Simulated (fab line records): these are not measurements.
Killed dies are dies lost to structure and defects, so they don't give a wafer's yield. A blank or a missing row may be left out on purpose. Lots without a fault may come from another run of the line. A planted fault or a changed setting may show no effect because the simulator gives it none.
fab line records	flow gf180mcu
record lots=14	wafers=42	last_day=34
route steps=602 shown V1@338
lots that met no fault: from a run of the same line without faults
start_h: the number of hours between the record's first day and the start of the first shown wafer of the lot	wait_h: hours elapsed since this lot's preceding step	" unchanged from the row above	L1.1+2: one row covering several wafers at once	- value missing, or start not given	* or withheld: withheld	< > ~ a bound
route shown NAME@n: a module of which the file shows steps, and the number in the route of the first	usual: mean and standard deviation over wafers with no fault	same: alike in all rows	chamber/n: place in a boat	sites: readings site by site	_std_site: standard deviation across them	_edge_site: inner sites' mean taken away from outer sites' mean	radius_mm: how far each site lies from the wafer's centre	mask NAME#n: copy n	behind: the most recent tool/chamber to have shaped the wafer	hold: why the lot was held/for how many hours/how that ended	device: which transistor (n, p or np) failed to switch	end of line: the tests these same wafers got at the end of their route	step lacking rows: just its recipe	killed: not the wafer's yield, but the dies lost to structure and defects at the first sort	map: a wafer's dies, marking killed ones x, the rest . and places with no die _
set.NAME: the setting that was run; set.NAME@STEP: the one run at that earlier step	model.NAME: the simulator's own value behind a step, which no gauge read
the route's steps for a sample of lots (tables are steps, rows are wafers)
services: a tool's chamber out of use, with start hour (start_h, from the record's first day; less than 0 if before it), hours out, and reason
## steps
# step GF_V1_THK_MEAS_03
# recipe reads=SiO2_of_V1_CVD_02
# usual V1_CVD_02_THK=849/12
lot.wafer	tool	chamber	start_h	wait_h	V1_CVD_02_THK[nm]
L878.1	film_metro-01	-	380.99	0.0	832
L878.3	"	-	"	"	818
L878.6	"	-	"	"	834
L880.1	film_metro-02	-	397.79	0.0	827
L880.3	"	-	"	"	841
L880.4	"	-	"	"	830
L881.3	film_metro-01	-	404.12	0.1	846
L881.4	"	-	"	"	857
L881.6	"	-	"	"	849
L882.2	film_metro-01	-	414.44	0.0	844
L882.5	"	-	"	"	842
L882.6	"	-	"	"	857
L883.1	film_metro-03	-	421.57	0.0	847
L883.4	"	-	"	"	848
L883.6	"	-	"	"	859
L884.4	film_metro-03	-	428.54	0.0	847
L884.5	"	-	"	"	866
L884.6	"	-	"	"	870
L888.1	film_metro-03	-	469.63	0.0	843
L888.4	"	-	"	"	865
L888.6	"	-	"	"	867
L889.3	film_metro-02	-	476.15	0.1	847
L889.4	"	-	"	"	852
L889.5	"	-	"	"	851
L890.1	film_metro-01	-	485.12	0.0	837
L890.3	"	-	"	"	843
L890.4	"	-	"	"	842
L892.2	film_metro-01	-	504.84	0.0	833
L892.3	"	-	"	"	836
L892.4	"	-	"	"	849
L894.2	film_metro-03	-	526.25	0.0	863
L894.3	"	-	"	"	842
L894.5	"	-	"	"	861
L899.2	film_metro-01	-	563.28	0.0	837
L899.5	"	-	"	"	851
L899.6	"	-	"	"	844
L900.1	film_metro-02	-	564.08	0.0	847
L900.3	"	-	"	"	852
L900.5	"	-	"	"	860
L901.3	film_metro-03	-	576.28	0.1	862
L901.4	"	-	"	"	869
L901.6	"	-	"	"	876
# step GF_V1_BOW_MEAS_05
# recipe mode=bow
# usual V1_BOW=82/7.5
lot.wafer	tool	chamber	start_h	wait_h	V1_BOW[um]
L878.1	film_metro-01	-	381.35	0.2	82
L878.3	"	-	"	"	74
L878.6	"	-	"	"	76
L880.1	film_metro-02	-	398.15	0.1	86
L880.3	"	-	"	"	74
L880.4	"	-	"	"	74
L881.3	film_metro-02	-	404.50	0.2	82
L881.4	"	-	"	"	85
L881.6	"	-	"	"	83
L882.2	film_metro-02	-	414.89	0.2	81
L882.5	"	-	"	"	75
L882.6	"	-	"	"	61
L883.1	film_metro-03	-	421.93	0.2	83
L883.4	"	-	"	"	76
L883.6	"	-	"	"	82
L884.4	film_metro-01	-	428.93	0.2	72
L884.5	"	-	"	"	82
L884.6	"	-	"	"	82
L888.1	film_metro-01	-	470.01	0.3	86
L888.4	"	-	"	"	83
L888.6	"	-	"	"	86
L889.3	film_metro-02	-	476.64	0.1	71
L889.4	"	-	"	"	78
L889.5	"	-	"	"	85
L890.1	film_metro-03	-	485.48	0.1	76
L890.3	"	-	"	"	102
L890.4	"	-	"	"	90
L892.2	film_metro-01	-	505.21	0.2	88
L892.3	"	-	"	"	79
L892.4	"	-	"	"	76
L894.2	film_metro-03	-	526.62	0.2	82
L894.3	"	-	"	"	72
L894.5	"	-	"	"	80
L899.2	film_metro-03	-	563.65	0.1	87
L899.5	"	-	"	"	77
L899.6	"	-	"	"	75
L900.1	film_metro-01	-	564.44	0.1	76
L900.3	"	-	"	"	98
L900.5	"	-	"	"	97
L901.3	film_metro-02	-	576.73	0.2	84
L901.4	"	-	"	"	79
L901.6	"	-	"	"	80
# step GF_V1_CD_MEAS_14
# recipe target_cd_nm=260
# usual cd_nm=260.1/0.94
lot.wafer	tool	chamber	start_h	wait_h	cd_nm
L878.1	cd_sem-02	-	404.66	0.1	259.0
L878.3	"	-	"	"	258.2
L878.6	"	-	"	"	258.4
L880.1	cd_sem-01	-	421.86	0.1	259.4
L880.3	"	-	"	"	260.6
L880.4	"	-	"	"	260.6
L881.3	cd_sem-02	-	428.82	0.1	259.5
L881.4	"	-	"	"	259.4
L881.6	"	-	"	"	259.2
L882.2	cd_sem-02	-	440.12	0.1	259.4
L882.5	"	-	"	"	259.3
L882.6	"	-	"	"	257.5
L883.1	cd_sem-02	-	446.51	0.1	259.6
L883.4	"	-	"	"	259.5
L883.6	"	-	"	"	260.0
L884.4	cd_sem-02	-	453.89	0.1	259.0
L884.5	"	-	"	"	259.1
L884.6	"	-	"	"	258.8
L888.1	cd_sem-02	-	494.81	0.1	260.1
L888.4	"	-	"	"	260.2
L888.6	"	-	"	"	260.4
L889.3	cd_sem-02	-	501.32	0.1	260.4
L889.4	"	-	"	"	260.3
L889.5	"	-	"	"	260.7
L890.1	cd_sem-02	-	509.20	0.1	260.3
L890.3	"	-	"	"	259.8
L890.4	"	-	"	"	259.7
L892.2	cd_sem-02	-	528.10	0.1	262.3
L892.3	"	-	"	"	261.5
L892.4	"	-	"	"	261.0
L894.2	cd_sem-01	-	549.18	0.1	260.2
L894.3	"	-	"	"	259.6
L894.5	"	-	"	"	260.5
L899.2	cd_sem-01	-	584.78	0.1	259.7
L899.5	"	-	"	"	259.3
L899.6	"	-	"	"	259.1
L900.1	cd_sem-01	-	585.63	0.1	260.4
L900.3	"	-	"	"	260.3
L900.5	"	-	"	"	260.2
L901.3	cd_sem-02	-	597.82	0.1	260.0
L901.4	"	-	"	"	260.6
L901.6	"	-	"	"	260.5
# step GF_V1_SPUTTER_22
# recipe material=TiN	target_thk_nm=10	chamber_pressure_pa=5	power_w=4000	time_s=40
# usual cathode_dc_power_W=4000.0/0.8	chamber_pressure_pa=5.000/0.0092	throttle_valve_pct=30.5/0.66
lot.wafer	tool	chamber	start_h	wait_h	cathode_dc_power_W	chamber_pressure_pa	throttle_valve_pct
L878.1	pvd_sputter-02	-	405.58	0.0	3998.2	4.995	29.0
L878.3	"	-	"	"	3999.9	4.996	31.6
L878.6	"	-	"	"	4000.6	4.985	29.4
L880.1	pvd_sputter-04	-	422.75	0.0	3999.8	5.005	29.6
L880.3	"	-	"	"	3999.5	4.987	30.7
L880.4	"	-	"	"	3999.9	5.018	31.1
L881.3	pvd_sputter-04	-	429.69	0.0	3999.0	5.022	29.7
L881.4	"	-	"	"	4001.1	4.993	31.7
L881.6	"	-	"	"	4000.8	4.995	30.8
L882.2	pvd_sputter-01	-	441.01	0.0	4000.9	5.007	31.1
L882.5	"	-	"	"	3999.3	5.007	29.9
L882.6	"	-	"	"	3999.5	4.990	30.3
L883.1	pvd_sputter-04	-	447.39	0.0	4001.1	4.995	30.4
L883.4	"	-	"	"	4000.3	4.996	31.0
L883.6	"	-	"	"	4001.9	4.995	29.7
L884.4	pvd_sputter-01	-	454.75	0.0	3999.9	4.991	30.4
L884.5	"	-	"	"	4000.2	5.016	29.7
L884.6	"	-	"	"	4000.2	5.001	30.7
L888.1	pvd_sputter-04	-	495.69	0.0	3999.9	5.011	31.3
L888.4	"	-	"	"	4000.9	4.995	29.8
L888.6	"	-	"	"	3999.3	5.001	30.6
L889.3	pvd_sputter-02	-	502.16	0.0	-	-	-
L889.4	"	-	"	"	-	-	-
L889.5	"	-	"	"	-	-	-
L890.1	pvd_sputter-04	-	510.08	0.0	-	-	-
L890.3	"	-	"	"	-	-	-
L890.4	"	-	"	"	-	-	-
L892.2	pvd_sputter-04	-	528.96	0.0	3999.7	5.005	31.0
L892.3	"	-	"	"	4000.6	4.984	30.0
L892.4	"	-	"	"	3999.8	4.999	30.7
L894.2	pvd_sputter-01	-	550.05	0.0	3999.3	5.016	30.3
L894.3	"	-	"	"	4001.8	4.985	30.6
L894.5	"	-	"	"	4000.0	5.006	30.5
L899.2	pvd_sputter-01	-	585.64	0.0	3999.7	4.986	30.7
L899.5	"	-	"	"	3999.4	5.011	29.7
L899.6	"	-	"	"	4000.0	4.992	30.6
L900.1	pvd_sputter-04	-	586.54	0.0	3998.3	4.991	29.8
L900.3	"	-	"	"	3998.2	5.015	31.2
L900.5	"	-	"	"	4000.1	5.003	29.6
L901.3	pvd_sputter-04	-	598.66	0.0	4000.5	5.002	31.4
L901.4	"	-	"	"	3999.6	4.993	30.7
L901.6	"	-	"	"	4000.2	4.986	30.8
## services
tool	chamber	start_h	hours	kind
pvd_sputter-02	-	383.15	0.5	repair
pvd_sputter-04	-	407.61	3.8	repair
pvd_sputter-04	-	453.67	3.3	repair
pvd_sputter-04	-	466.23	4.7	repair
pvd_sputter-04	-	477.25	3.8	repair
pvd_sputter-02	-	483.64	2.4	repair
pvd_sputter-02	-	566.47	5.2	repair
## key
first_sign step=GF_V1_SPUTTER_22	reading=tool_record	direction=missing
effect none on later readings
met_at GF_V1_SPUTTER_22
struck_lots L889,L890
later_rows_left_out L889.3,L889.4,L889.5,L890.1,L890.3,L890.4
sort_left_out L889.3,L889.4,L889.5,L890.1,L890.3,L890.4
not_acting_at GF_V1_THK_MEAS_03,GF_V1_BOW_MEAS_05,GF_V1_CD_MEAS_14
onset_between 495.69 502.16
fault kind=skipped_step_whole	tool=pvd_sputter-02,pvd_sputter-04	chamber=-	onset_h=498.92	steps=GF_V1_SPUTTER_22	scope=struck_lots_only
# sort_left_out: the simulated sort isn't trusted on such a fault, so these wafers' sort isn't shown, and their yield isn't known
# later_rows_left_out: the simulator's readings of these wafers behind a module that went badly wrong aren't trusted and aren't shown, but for the sort
